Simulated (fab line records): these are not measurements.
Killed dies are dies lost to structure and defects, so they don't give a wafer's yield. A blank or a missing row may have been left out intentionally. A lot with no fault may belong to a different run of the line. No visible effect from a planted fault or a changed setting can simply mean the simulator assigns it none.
fab line records + flow sky130
record:
- lots: 6
- wafers: 18
- last_day: 50
route steps=708 shown VIA1@467 PAD_OPEN@708
lots untouched by any fault: they come from a run of this same line in which no faults occurred
start_h: hours from the record's opening day to when the first of the lot's shown wafers began + wait_h: hours elapsed since this lot's preceding step + " unchanged from the row above + L1.1+2: several wafers, shown together as one row + - either no value or no given start + * or withheld: withheld + < > ~ a bound
route shown NAME@n: names a module that has steps shown in the file, with the first one's number in the route + usual: average and standard deviation across the fault-free wafers + same: alike in all rows + chamber/n: place in a boat + sites: readings site by site + _std_site: standard deviation of those values + _edge_site: inner sites' mean taken away from outer sites' mean + radius_mm: how far each site lies from the wafer's centre + mask NAME#n: copy n + behind: the last tool/chamber to shape the wafer + hold: why the lot was held/for how many hours/how that ended + device: whichever transistor did not switch (one of n, p or np) + end of line: at the end of the route, the tests of the same wafers + step lacking rows: just its recipe + killed: not the wafer's yield, but the dies lost to structure and defects at the first sort + map: dies across one wafer; x = killed, . = not, _ = none there
set.NAME: setting as actually run; set.NAME@STEP: the setting as run at that earlier step + model.NAME: the simulator's own value behind a step, which no gauge read
lots at selected steps of the route; one table per step, one row per wafer
services: the hour from which a tool's chamber was out of use, counted from the record's first day as start_h (under 0 if before that day), plus the number of hours and why
== steps ==
step: SKY_VIA1_EXPOSE_09
recipe:
- mask_id: VIM
- na: 0.8
- source_shape: annular
- sigma_inner: 0.55
- sigma_outer: 0.85
- target_cd_nm: 150
- dose_mj: 38
step: SKY_VIA1_PEB_10
recipe:
- peb_temp_c: withheld
- peb_time_s: withheld
- resist: KrF-thick
step: SKY_VIA1_DEVELOP_11
recipe:
- develop_time_s: 60
- resist: KrF-thick
- dev_temp_c: 21
step: SKY_VIA1_CD_MEAS_12
recipe:
- target_cd_nm: 150
usual:
- cd_nm: 150.7/1.5
| lot.wafer | tool      | chamber | start_h | wait_h | cd_nm |
|-----------|-----------|---------|---------|--------|-------|
| L910.1    | cd_sem-01 | -       | 818.14  | -      | 151.7 |
| L910.2    | "         | -       | "       | "      | 151.4 |
| L910.6    | "         | -       | "       | "      | 151.2 |
| L912.1    | cd_sem-01 | -       | 827.80  | -      | 150.0 |
| L912.2    | "         | -       | "       | "      | 149.5 |
| L912.4    | "         | -       | "       | "      | 150.1 |
| L914.1    | cd_sem-02 | -       | 854.40  | -      | 151.4 |
| L914.3    | "         | -       | "       | "      | 151.3 |
| L914.6    | "         | -       | "       | "      | 149.9 |
| L924.2    | cd_sem-01 | -       | 911.85  | -      | 150.5 |
| L924.3    | "         | -       | "       | "      | 150.5 |
| L924.4    | "         | -       | "       | "      | 150.4 |
| L925.1    | cd_sem-01 | -       | 922.79  | -      | 154.2 |
| L925.4    | "         | -       | "       | "      | 153.7 |
| L925.5    | "         | -       | "       | "      | 152.1 |
| L929.1    | cd_sem-01 | -       | 946.09  | -      | 149.7 |
| L929.3    | "         | -       | "       | "      | 150.7 |
| L929.6    | "         | -       | "       | "      | 149.4 |
step: SKY_VIA1_OVL_MEAS_13
usual:
- VIA1_OVL: 1/5.1
| lot.wafer | tool       | chamber | start_h | wait_h | VIA1_OVL[nm] |
|-----------|------------|---------|---------|--------|--------------|
| L910.1    | overlay-02 | -       | 818.26  | 0.1    | 3            |
| L910.2    | "          | -       | "       | "      | 8            |
| L910.6    | "          | -       | "       | "      | 4            |
| L912.1    | overlay-02 | -       | 827.92  | 0.1    | -1           |
| L912.2    | "          | -       | "       | "      | -2           |
| L912.4    | "          | -       | "       | "      | 6            |
| L914.1    | overlay-01 | -       | 854.52  | 0.1    | -2           |
| L914.3    | "          | -       | "       | "      | 3            |
| L914.6    | "          | -       | "       | "      | 1            |
| L924.2    | overlay-01 | -       | 911.96  | 0.1    | 10           |
| L924.3    | "          | -       | "       | "      | -6           |
| L924.4    | "          | -       | "       | "      | 5            |
| L925.1    | overlay-01 | -       | 922.91  | 0.1    | -6           |
| L925.4    | "          | -       | "       | "      | 0            |
| L925.5    | "          | -       | "       | "      | -5           |
| L929.1    | overlay-01 | -       | 946.21  | 0.1    | -4           |
| L929.3    | "          | -       | "       | "      | -6           |
| L929.6    | "          | -       | "       | "      | -6           |
step: SKY_VIA1_ETCH_14
recipe:
- chemistry: N2/H2
- target: BARC
- ion_energy_ev: 200
- source_w: 500
- bias_w: 100
- pressure_mtorr: 30
- n2_flow_sccm: 100
- h2_flow_sccm: 200
- stop_on: SiO2
- time_s: 45.9
- target_depth_a: 600
usual:
- drypump_motor_current_A: 5.9/0.37
- oes_product_au: 0.854/0.0046
- throttle_valve_pct: 13.224/0.0097
| lot.wafer | tool        | chamber | start_h | wait_h | drypump_motor_current_A | oes_product_au | rf_hours_counter_h | throttle_valve_pct |
|-----------|-------------|---------|---------|--------|-------------------------|----------------|--------------------|--------------------|
| L910.1    | rie_diel-02 | 1       | 818.29  | 0.0    | 5.9                     | 0.849          | 1                  | 13.216             |
| L910.2    | "           | 2       | "       | "      | 5.4                     | 0.851          | 19                 | 13.226             |
| L910.6    | "           | 2       | "       | "      | 5.4                     | 0.855          | -                  | 13.229             |
| L912.1    | rie_diel-04 | 2       | 827.95  | 0.0    | 5.6                     | 0.855          | 13                 | 13.227             |
| L912.2    | "           | 3       | "       | "      | 5.2                     | 0.855          | 9                  | 13.223             |
| L912.4    | "           | 3       | "       | "      | 5.3                     | 0.852          | -                  | 13.215             |
| L914.1    | rie_diel-02 | 2       | 854.55  | 0.0    | 5.4                     | 0.854          | 21                 | 13.216             |
| L914.3    | "           | 1       | "       | "      | 5.9                     | 0.862          | 3                  | 13.227             |
| L914.6    | "           | 1       | "       | "      | 5.9                     | 0.850          | -                  | 13.212             |
| L924.2    | rie_diel-02 | 2       | 911.99  | 0.0    | 5.4                     | 0.853          | 23                 | 13.222             |
| L924.3    | "           | 1       | "       | "      | 5.9                     | 0.852          | 5                  | 13.229             |
| L924.4    | "           | 2       | "       | "      | 5.4                     | 0.855          | -                  | 13.211             |
| L925.1    | rie_diel-04 | 1       | 922.95  | 0.0    | 6.5                     | 0.858          | 9                  | 13.241             |
| L925.4    | "           | 3       | "       | "      | 5.2                     | 0.858          | 11                 | 13.219             |
| L925.5    | "           | 3       | "       | "      | 5.2                     | 0.862          | -                  | 13.209             |
| L929.1    | rie_diel-04 | 0       | 946.25  | 0.0    | 6.3                     | 0.860          | 13                 | 13.202             |
| L929.3    | "           | 1       | "       | "      | 6.5                     | 0.851          | 9                  | 13.232             |
| L929.6    | "           | 2       | "       | "      | 5.6                     | 0.848          | -                  | 13.234             |
step: SKY_VIA1_ETCH_15
recipe:
- target: SiO2
- chemistry: C4F8/O2/Ar
- target_depth_nm: 351
- stop_on: TiN
- mask_material: KrF-thick
- source_w: 1500
- bias_w: 1200
- pressure_mtorr: 40
- c4f8_flow_sccm: withheld
- O2_flow_sccm: 6
- Ar_flow_sccm: 300
- time_s: 54
usual:
- oes_product_au: 0.981/0.0057
| lot.wafer | tool        | chamber | start_h | wait_h | oes_product_au | rf_hours_counter_h |
|-----------|-------------|---------|---------|--------|----------------|--------------------|
| L910.1    | rie_diel-02 | 1       | 818.34  | 0.0    | 0.984          | 1                  |
| L910.2    | "           | 2       | "       | "      | 0.979          | 19                 |
| L910.6    | "           | 2       | "       | "      | 0.983          | -                  |
| L912.1    | rie_diel-04 | 2       | 828.00  | 0.0    | 0.986          | 13                 |
| L912.2    | "           | 3       | "       | "      | 0.976          | 9                  |
| L912.4    | "           | 3       | "       | "      | 0.982          | -                  |
| L914.1    | rie_diel-02 | 2       | 854.60  | 0.0    | 0.985          | 21                 |
| L914.3    | "           | 1       | "       | "      | 0.989          | 3                  |
| L914.6    | "           | 1       | "       | "      | 0.979          | -                  |
| L924.2    | rie_diel-02 | 2       | 912.03  | 0.0    | 0.980          | 23                 |
| L924.3    | "           | 1       | "       | "      | 0.977          | 5                  |
| L924.4    | "           | 2       | "       | "      | 0.978          | -                  |
| L925.1    | rie_diel-04 | 1       | 922.99  | 0.0    | 0.991          | 9                  |
| L925.4    | "           | 3       | "       | "      | 0.980          | 11                 |
| L925.5    | "           | 3       | "       | "      | 0.983          | -                  |
| L929.1    | rie_diel-04 | 0       | 946.29  | 0.0    | 0.980          | 13                 |
| L929.3    | "           | 1       | "       | "      | 0.989          | 9                  |
| L929.6    | "           | 2       | "       | "      | 0.990          | -                  |
step: SKY_VIA1_STRIP_16
recipe:
- chemistry: O2/N2
- power_w: 1400
- pressure_mtorr: 1500
- platen_temp_c: withheld
- o2_flow_sccm: 3000
- n2_flow_sccm: 300
- overash_fraction: 0.5
usual:
- drypump_motor_current_A: 5.96/0.18
- oes_product_au: 0.415/0.0047
- strip_time_to_endpoint_s: 4.453/0.023
| lot.wafer | tool            | chamber | start_h | wait_h | drypump_motor_current_A | oes_product_au | rf_hours_counter_h | strip_time_to_endpoint_s |
|-----------|-----------------|---------|---------|--------|-------------------------|----------------|--------------------|--------------------------|
| L910.1    | plasma_asher-04 | 1       | 818.38  | 0.0    | 6.06                    | 0.416          | 100                | 4.464                    |
| L910.2    | "               | 0       | "       | "      | 5.75                    | 0.411          | 100                | 4.456                    |
| L910.6    | "               | 1       | "       | "      | 6.10                    | 0.411          | -                  | 4.458                    |
| L912.1    | plasma_asher-04 | 1       | 828.04  | 0.0    | 6.06                    | 0.416          | 101                | 4.473                    |
| L912.2    | "               | 0       | "       | "      | 5.75                    | 0.412          | 101                | 4.469                    |
| L912.4    | "               | 0       | "       | "      | 5.79                    | 0.421          | -                  | 4.480                    |
| L914.1    | plasma_asher-02 | 0       | 854.64  | 0.0    | 5.84                    | 0.413          | 73                 | 4.454                    |
| L914.3    | "               | 1       | "       | "      | 5.72                    | 0.413          | -                  | 4.445                    |
| L914.6    | "               | 1       | "       | "      | 5.75                    | 0.427          | -                  | 4.456                    |
| L924.2    | plasma_asher-01 | 0       | 912.08  | 0.0    | 5.92                    | 0.409          | 49                 | 4.421                    |
| L924.3    | "               | 1       | "       | "      | 6.22                    | 0.411          | -                  | 4.449                    |
| L924.4    | "               | 0       | "       | "      | 5.92                    | 0.408          | -                  | 4.455                    |
| L925.1    | plasma_asher-01 | 1       | 923.03  | 0.0    | 6.18                    | 0.413          | 50                 | 4.444                    |
| L925.4    | "               | 1       | "       | "      | 6.22                    | 0.415          | -                  | 4.453                    |
| L925.5    | "               | 0       | "       | "      | 5.93                    | 0.413          | -                  | 4.473                    |
| L929.1    | plasma_asher-02 | 0       | 946.33  | 0.0    | 5.84                    | 0.419          | 82                 | 4.489                    |
| L929.3    | "               | 0       | "       | "      | 5.82                    | 0.423          | -                  | 4.468                    |
| L929.6    | "               | 0       | "       | "      | 5.84                    | 0.418          | -                  | 4.430                    |
step: SKY_VIA1_STRIP_17
recipe:
- chemistry: post_etch_residue_remover
- time_s: 1200
- temp_c: 72.5
step: SKY_VIA1_CLEAN_18
recipe:
- chemistry: IPA
- time_s: 180
- temp_c: 25
step: SKY_VIA1_CLEAN_19
recipe:
- chemistry: O3/DIW
- dry: n2_spin
step: SKY_VIA1_SPUTTER_20
recipe:
- material: TiN
- target_thk_nm: 20
- chamber_pressure_pa: 5
- power_w: 4000
- time_s: 80
usual:
- throttle_valve_pct: 30.0/1.6
| lot.wafer | tool           | chamber | start_h | wait_h | throttle_valve_pct |
|-----------|----------------|---------|---------|--------|--------------------|
| L910.1    | pvd_sputter-04 | -       | 819.02  | 0.0    | 30.4               |
| L910.2    | "              | -       | "       | "      | 32.3               |
| L910.6    | "              | -       | "       | "      | 26.7               |
| L912.1    | pvd_sputter-02 | -       | 828.70  | 0.0    | 30.0               |
| L912.2    | "              | -       | "       | "      | 27.7               |
| L912.4    | "              | -       | "       | "      | 31.6               |
| L914.1    | pvd_sputter-01 | -       | 855.42  | 0.0    | 30.7               |
| L914.3    | "              | -       | "       | "      | 28.5               |
| L914.6    | "              | -       | "       | "      | 30.8               |
| L924.2    | pvd_sputter-04 | -       | 912.68  | 0.0    | 30.7               |
| L924.3    | "              | -       | "       | "      | 31.9               |
| L924.4    | "              | -       | "       | "      | 26.7               |
| L925.1    | pvd_sputter-04 | -       | 923.63  | 0.0    | 30.8               |
| L925.4    | "              | -       | "       | "      | 32.2               |
| L925.5    | "              | -       | "       | "      | 27.0               |
| L929.1    | pvd_sputter-04 | -       | 946.93  | 0.0    | 27.0               |
| L929.3    | "              | -       | "       | "      | 32.1               |
| L929.6    | "              | -       | "       | "      | 30.2               |
step: SKY_VIA1_CVD_21
recipe:
- material: W
- target_thk_nm: 270
- time_s: 80.902
- temp_c: 400
- pressure_torr: 40
usual:
- chamber_pressure_Torr: 40.01/0.087
- heater_power_w: 924/110
| lot.wafer | tool     | chamber | start_h | wait_h | chamber_pressure_Torr | heater_power_w | model.W_of_VIA1_CVD_21.thk_nm |
|-----------|----------|---------|---------|--------|-----------------------|----------------|-------------------------------|
| L910.1    | cvd_w-02 | 0       | 819.08  | 0.0    | 44.75                 | 852            | 290.8                         |
| L910.2    | "        | 1       | "       | "      | 44.64                 | 1066           | 287.7                         |
| L910.6    | "        | 1       | "       | "      | 44.74                 | 1024           | 288.6                         |
| L912.1    | cvd_w-02 | 1       | 828.76  | 0.0    | 44.58                 | 1032           | 287.8                         |
| L912.2    | "        | 0       | "       | "      | 44.56                 | 857            | 289.4                         |
| L912.4    | "        | 1       | "       | "      | 44.67                 | 1015           | 288.8                         |
| L914.1    | cvd_w-01 | 1       | 855.48  | 0.0    | 40.06                 | 1043           | 279                           |
| L914.3    | "        | 1       | "       | "      | 40.12                 | 988            | 278.2                         |
| L914.6    | "        | 1       | "       | "      | 40.05                 | 1042           | 279.1                         |
| L924.2    | cvd_w-02 | 1       | 912.74  | 0.0    | 39.92                 | 1041           | 273                           |
| L924.3    | "        | 1       | "       | "      | 40.03                 | 1050           | 270.4                         |
| L924.4    | "        | 0       | "       | "      | 40.23                 | 832            | 273.7                         |
| L925.1    | cvd_w-01 | 0       | 923.69  | 0.0    | 40.03                 | 740            | 270.1                         |
| L925.4    | "        | 1       | "       | "      | 39.89                 | 964            | 279.6                         |
| L925.5    | "        | 0       | "       | "      | 40.06                 | 762            | 272.2                         |
| L929.1    | cvd_w-01 | 0       | 947.00  | 0.0    | 40.09                 | 761            | 269.8                         |
| L929.3    | "        | 1       | "       | "      | 40.03                 | 989            | 281                           |
| L929.6    | "        | 1       | "       | "      | 39.97                 | 976            | 277.1                         |
step: SKY_VIA1_RS_MEAS_22
recipe:
- thk_meas_gauge: four-point-probe
- reads: W_of_VIA1_CVD_21+TiN_of_VIA1_SPUTTER_20
usual:
- VIA1_W_RS: 0.422/0.0062
| lot.wafer | tool          | chamber | start_h | wait_h | hold                     | VIA1_W_RS[ohm/sq] |
|-----------|---------------|---------|---------|--------|--------------------------|-------------------|
| L910.1    | film_metro-01 | -       | 819.18  | 0.1    | await_dispo/0.2h/release | 0.395             |
| L910.2    | "             | -       | "       | "      | await_dispo/0.2h/release | 0.400             |
| L910.6    | "             | -       | "       | "      | await_dispo/0.2h/release | 0.398             |
| L910.1    | film_metro-01 | -       | 819.46  | 0.3    | -                        | 0.395             |
| L910.2    | "             | -       | "       | "      | -                        | 0.399             |
| L910.6    | "             | -       | "       | "      | -                        | 0.398             |
| L912.1    | film_metro-04 | -       | 828.85  | 0.1    | await_dispo/0.2h/release | 0.399             |
| L912.2    | "             | -       | "       | "      | await_dispo/0.2h/release | 0.396             |
| L912.4    | "             | -       | "       | "      | await_dispo/0.2h/release | 0.397             |
| L912.1    | film_metro-04 | -       | 829.14  | 0.3    | -                        | 0.398             |
| L912.2    | "             | -       | "       | "      | -                        | 0.396             |
| L912.4    | "             | -       | "       | "      | -                        | 0.397             |
| L914.1    | film_metro-04 | -       | 855.58  | 0.1    | -                        | 0.412             |
| L914.3    | "             | -       | "       | "      | -                        | 0.413             |
| L914.6    | "             | -       | "       | "      | -                        | 0.412             |
| L924.2    | film_metro-04 | -       | 912.85  | 0.1    | -                        | 0.421             |
| L924.3    | "             | -       | "       | "      | -                        | 0.425             |
| L924.4    | "             | -       | "       | "      | -                        | 0.420             |
| L925.1    | film_metro-04 | -       | 923.78  | 0.1    | -                        | 0.425             |
| L925.4    | "             | -       | "       | "      | -                        | 0.411             |
| L925.5    | "             | -       | "       | "      | -                        | 0.422             |
| L929.1    | film_metro-01 | -       | 947.09  | 0.1    | -                        | 0.426             |
| L929.3    | "             | -       | "       | "      | -                        | 0.409             |
| L929.6    | "             | -       | "       | "      | -                        | 0.414             |
step: SKY_VIA1_THK_MEAS_23
recipe:
- thk_meas_gauge: xrf
- reads: W_of_VIA1_CVD_21
usual:
- VIA1_W_THK: 274/4.4
| lot.wafer | tool          | chamber | start_h | wait_h | hold                     | VIA1_W_THK[nm] |
|-----------|---------------|---------|---------|--------|--------------------------|----------------|
| L910.1    | film_metro-01 | -       | 822.30  | 2.8    | await_dispo/0.2h/release | 294            |
| L910.2    | "             | -       | "       | "      | await_dispo/0.2h/release | 289            |
| L910.6    | "             | -       | "       | "      | await_dispo/0.2h/release | 291            |
| L910.1    | film_metro-01 | -       | 822.54  | 0.2    | -                        | 292            |
| L910.2    | "             | -       | "       | "      | -                        | 291            |
| L910.6    | "             | -       | "       | "      | -                        | 292            |
| L912.1    | film_metro-04 | -       | 830.22  | 1.1    | await_dispo/0.2h/release | 290            |
| L912.2    | "             | -       | "       | "      | await_dispo/0.2h/release | 292            |
| L912.4    | "             | -       | "       | "      | await_dispo/0.2h/release | 291            |
| L912.1    | film_metro-04 | -       | 830.45  | 0.2    | -                        | 290            |
| L912.2    | "             | -       | "       | "      | -                        | 292            |
| L912.4    | "             | -       | "       | "      | -                        | 291            |
| L914.1    | film_metro-04 | -       | 855.70  | 0.1    | -                        | 283            |
| L914.3    | "             | -       | "       | "      | -                        | 283            |
| L914.6    | "             | -       | "       | "      | -                        | 284            |
| L924.2    | film_metro-04 | -       | 912.96  | 0.1    | -                        | 277            |
| L924.3    | "             | -       | "       | "      | -                        | 273            |
| L924.4    | "             | -       | "       | "      | -                        | 275            |
| L925.1    | film_metro-04 | -       | 923.90  | 0.1    | -                        | 272            |
| L925.4    | "             | -       | "       | "      | -                        | 282            |
| L925.5    | "             | -       | "       | "      | -                        | 275            |
| L929.1    | film_metro-01 | -       | 947.21  | 0.1    | -                        | 272            |
| L929.3    | "             | -       | "       | "      | -                        | 283            |
| L929.6    | "             | -       | "       | "      | -                        | 280            |
step: SKY_VIA1_CMP_24
recipe:
- stop_on: SiO2
- t_overpolish_s: 15
- down_force_psi: 3.5
- platen_rpm: 60
- target_thk_nm: 0
- pad_velocity_m_s: 0.94248
usual:
- motor_current_A: 11.5/1.8
- platen_rpm: 60.00/0.039
| lot.wafer | tool   | chamber | start_h | wait_h | hold                     | motor_current_A | platen_rpm |
|-----------|--------|---------|---------|--------|--------------------------|-----------------|------------|
| L910.2    | cmp-01 | 0       | 832.30  | 9.7    | await_dispo/9.7h/release | 9.7             | 60.00      |
| L910.1    | "      | 2       | "       | "      | await_dispo/9.7h/release | 15.0            | 59.95      |
| L910.6    | "      | 3       | "       | "      | await_dispo/9.7h/release | 10.9            | 60.01      |
| L912.2    | cmp-02 | 0       | 834.61  | 4.1    | await_dispo/4.1h/release | 11.3            | 59.96      |
| L912.1    | "      | 1       | "       | "      | await_dispo/4.1h/release | 12.8            | 60.02      |
| L912.4    | "      | 3       | "       | "      | await_dispo/4.1h/release | 13.5            | 60.00      |
| L914.1    | cmp-02 | 0       | 855.81  | 0.1    | -                        | 10.9            | 59.99      |
| L914.3    | "      | 1       | "       | "      | -                        | 12.9            | 59.99      |
| L914.6    | "      | 3       | "       | "      | -                        | 12.2            | 59.97      |
| L924.3    | cmp-02 | 3       | 913.06  | 0.1    | -                        | 12.9            | 60.00      |
| L924.2    | "      | 0       | "       | "      | -                        | 10.8            | 60.01      |
| L924.4    | "      | 1       | "       | "      | -                        | 13.0            | 60.00      |
| L925.4    | cmp-01 | 0       | 924.01  | 0.1    | -                        | 9.1             | 60.01      |
| L925.1    | "      | 1       | "       | "      | -                        | 10.0            | 59.93      |
| L925.5    | "      | 3       | "       | "      | -                        | 11.2            | 59.95      |
| L929.3    | cmp-02 | 3       | 947.73  | 0.5    | -                        | 13.0            | 60.02      |
| L929.1    | "      | 0       | "       | "      | -                        | 11.1            | 59.96      |
| L929.6    | "      | 2       | "       | "      | -                        | 9.8             | 59.98      |
step: SKY_PAD_OPEN_PROBE_99
usual:
- defect_limited_yield: 82.3/2
- killed_at_M0_to_M3: 43/7.3
- killed_at_M4_up: 3.1/1.7
- killed_at_contacts: 25/5.3
- killed_at_front_end: 15/4.3
- killed_at_other: 0.2/0.54
- killed_dies: 87/10
- killed_open: 48/7.6
- killed_short: 38/6.1
- sort_bin_3_pad_short: 0.9/0.42
- sort_bin_5_function: 10.5/1.5
- sort_bin_6_memory: 6.3/1.2
- sort_n_pass: 405/10
- sort_yield_pct: 82.3/2
same:
- gross_dies: 492
- killed_at_back_side: 0
- sort_bin_4_leakage[%]: 0
- sort_bin_8_speed[%]: 0
| lot.wafer | tool      | chamber | start_h | wait_h | defect_limited_yield[%] | killed_at_M0_to_M3 | killed_at_M4_up | killed_at_contacts | killed_at_front_end | killed_at_other | killed_dies | killed_open | killed_short | sort_bin_3_pad_short[%] | sort_bin_5_function[%] | sort_bin_6_memory[%] | sort_n_pass | sort_yield_pct[%] |
|-----------|-----------|---------|---------|--------|-------------------------|--------------------|-----------------|--------------------|---------------------|-----------------|-------------|-------------|--------------|-------------------------|------------------------|----------------------|-------------|-------------------|
| L912.1    | prober-02 | -       | 1106.36 | 0.1    | 80.9                    | 42                 | 5               | 32                 | 15                  | 0               | 94          | 55          | 38           | 1.2                     | 11.4                   | 6.5                  | 398         | 80.9              |
| L912.2    | prober-02 | -       | 1106.41 | 0.1    | 80.9                    | 47                 | 2               | 24                 | 18                  | 3               | 94          | 52          | 42           | 0.4                     | 12.8                   | 5.9                  | 398         | 80.9              |
| L912.4    | prober-02 | -       | 1106.51 | 0.2    | 82.7                    | 41                 | 2               | 21                 | 21                  | 0               | 85          | 48          | 37           | 1.4                     | 11.2                   | 4.7                  | 407         | 82.7              |
| L914.1    | prober-02 | -       | 1122.53 | 0.1    | 83.3                    | 47                 | 3               | 26                 | 6                   | 0               | 82          | 49          | 33           | 0.4                     | 8.5                    | 7.7                  | 410         | 83.3              |
| L914.3    | prober-02 | -       | 1122.63 | 0.2    | 81.7                    | 47                 | 2               | 19                 | 22                  | 0               | 90          | 47          | 40           | 0.8                     | 11.0                   | 6.5                  | 402         | 81.7              |
| L914.6    | prober-02 | -       | 1122.78 | 0.2    | 79.9                    | 50                 | 2               | 28                 | 19                  | 0               | 99          | 51          | 48           | 0.6                     | 13.2                   | 6.3                  | 393         | 79.9              |
| L925.1    | prober-01 | -       | 1176.13 | 0.1    | 85.4                    | 41                 | 3               | 16                 | 12                  | 0               | 72          | 46          | 26           | 0.4                     | 10.4                   | 3.9                  | 420         | 85.4              |
| L925.4    | prober-01 | -       | 1176.28 | 0.2    | 83.1                    | 36                 | 5               | 22                 | 19                  | 1               | 83          | 45          | 37           | 1.2                     | 9.8                    | 5.9                  | 409         | 83.1              |
| L925.5    | prober-01 | -       | 1176.33 | 0.2    | 84.1                    | 38                 | 1               | 30                 | 9                   | 0               | 78          | 35          | 42           | 0.8                     | 9.8                    | 5.3                  | 414         | 84.1              |
killed by level:class
L912.1 CONTACT:geometric_particle:open=13 METAL1:geometric_particle:short=9 VIA1:geometric_particle:open=9 VIA2:geometric_particle:open=9 LI_CONTACT:geometric_particle:open=7 CONTACT:geometric_particle:short=6 VIA1:geometric_particle:short=6 FIELD_ISO:geometric_particle:open=4
L912.2 METAL1:geometric_particle:short=10 CONTACT:geometric_particle:open=8 VIA3:geometric_particle:open=7 VIA2:geometric_particle:open=7 LI_CONTACT:geometric_particle:open=6 METAL2:geometric_particle:short=6 FIELD_ISO:geometric_particle:open=5 CONTACT:geometric_particle:short=5
L912.4 VIA1:geometric_particle:open=9 LI_CONTACT:geometric_particle:open=7 METAL1:geometric_particle:short=7 VIA2:geometric_particle:open=7 FIELD_ISO:geometric_particle:short=6 POLY_GATE:geometric_particle:open=5 CONTACT:geometric_particle:open=4 CONTACT:geometric_particle:short=4
L914.1 CONTACT:geometric_particle:open=11 VIA3:geometric_particle:open=11 VIA1:geometric_particle:open=9 VIA2:geometric_particle:open=7 CONTACT:geometric_particle:short=5 METAL1:geometric_particle:short=5 LI_CONTACT:geometric_particle:open=4 LOCAL_INTERCONNECT:geometric_particle:short=4
L914.3 VIA1:geometric_particle:open=10 METAL1:geometric_particle:short=8 CONTACT:geometric_particle:open=7 FIELD_ISO:geometric_particle:short=6 FIELD_ISO:geometric_particle:open=6 VIA2:geometric_particle:open=6 LI_CONTACT:geometric_particle:short=5 VIA3:geometric_particle:open=4
L914.6 VIA1:geometric_particle:open=14 LI_CONTACT:geometric_particle:open=8 CONTACT:geometric_particle:open=8 VIA3:geometric_particle:open=7 VIA1:geometric_particle:short=6 FIELD_ISO:geometric_particle:short=5 METAL1:geometric_particle:short=5 CONTACT:geometric_particle:short=5
L925.1 VIA1:geometric_particle:open=9 VIA3:geometric_particle:open=8 VIA2:geometric_particle:open=7 LI_CONTACT:geometric_particle:open=6 CONTACT:geometric_particle:open=5 POLY_GATE:geometric_particle:open=4 METAL1:geometric_particle:short=4 METAL2:geometric_particle:short=4
L925.4 CONTACT:geometric_particle:open=11 VIA1:geometric_particle:open=9 FIELD_ISO:geometric_particle:short=6 POLY_GATE:geometric_particle:short=6 VIA3:geometric_particle:open=5 LI_CONTACT:geometric_particle:open=5 METAL2:geometric_particle:short=5 METAL1:geometric_particle:short=4
L925.5 LOCAL_INTERCONNECT:geometric_particle:short=9 CONTACT:geometric_particle:open=8 METAL1:geometric_particle:short=8 VIA2:geometric_particle:short=7 LI_CONTACT:geometric_particle:open=6 METAL2:geometric_particle:short=6 VIA1:geometric_particle:open=5 VIA2:geometric_particle:open=5
== services ==
| tool            | chamber | start_h | hours | kind       |
|-----------------|---------|---------|-------|------------|
| plasma_asher-01 | -       | 834.80  | 2.2   | repair     |
| rie_diel-04     | -       | 843.61  | 1.6   | repair     |
| plasma_asher-02 | -       | 851.03  | 0.5   | repair     |
| plasma_asher-04 | -       | 860.28  | 6.9   | repair     |
| cmp-01          | -       | 860.38  | 0.3   | repair     |
| plasma_asher-02 | -       | 861.75  | 1.2   | repair     |
| rie_diel-04     | 2       | 867.99  | 9.0   | repair     |
| rie_diel-04     | 1       | 873.05  | 6.6   | repair     |
| rie_diel-02     | 2       | 875.45  | 4.0   | repair     |
| cvd_w-02        | -       | 880.81  | 1.6   | repair     |
| cmp-01          | -       | 884.03  | 6.3   | pm         |
| rie_diel-04     | 2       | 884.98  | 3.1   | repair     |
| cvd_w-01        | -       | 888.48  | 6.0   | pm         |
| cmp-02          | -       | 903.55  | 0.6   | repair     |
| cvd_w-01        | -       | 904.00  | 14.0  | pm         |
| cvd_w-01        | 0       | 904.00  | 14.0  | vent_cycle |
| cvd_w-01        | 1       | 904.00  | 14.0  | vent_cycle |
| cmp-01          | -       | 912.46  | 4.0   | pm         |
| pvd_sputter-04  | -       | 914.77  | 0.9   | repair     |
| cvd_w-01        | 0       | 918.00  | -     | clean      |
| cvd_w-02        | -       | 918.58  | 2.8   | pm         |
| pvd_sputter-04  | -       | 925.15  | 19.3  | repair     |
| cmp-01          | -       | 937.22  | 11.2  | pm         |
| rie_diel-02     | -       | 939.32  | 2.8   | pm         |
== key ==
first_sign:
- step: SKY_VIA1_CVD_21
- reading: chamber_pressure_Torr
- direction: up
- sigmas: 53
- usual: 40.01
- struck: 44.66
effect:
- step: SKY_VIA1_RS_MEAS_22
- reading: visit
- direction: added
effect:
- step: SKY_VIA1_THK_MEAS_23
- reading: visit
- direction: added
effect:
- step: SKY_VIA1_CMP_24
- reading: hold
- direction: added
model_effect:
- step: SKY_VIA1_CVD_21
- value: W_of_VIA1_CVD_21.thk_nm
- without: 273.5
- struck: 288.8
met_at SKY_VIA1_CVD_21
struck_wafers L910.1,L910.2,L910.6,L912.1,L912.2,L912.4
fault:
- kind: process_parameter_drift
- tool: cvd_w-02
- chamber: -
- onset_h: 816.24
- steps: SKY_VIA1_CVD_21
- channel: pressure_torr
- offset: 4.6854
- shape: step
- end_h: 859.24
- acts_in: these_recipes_only
- stated: 40
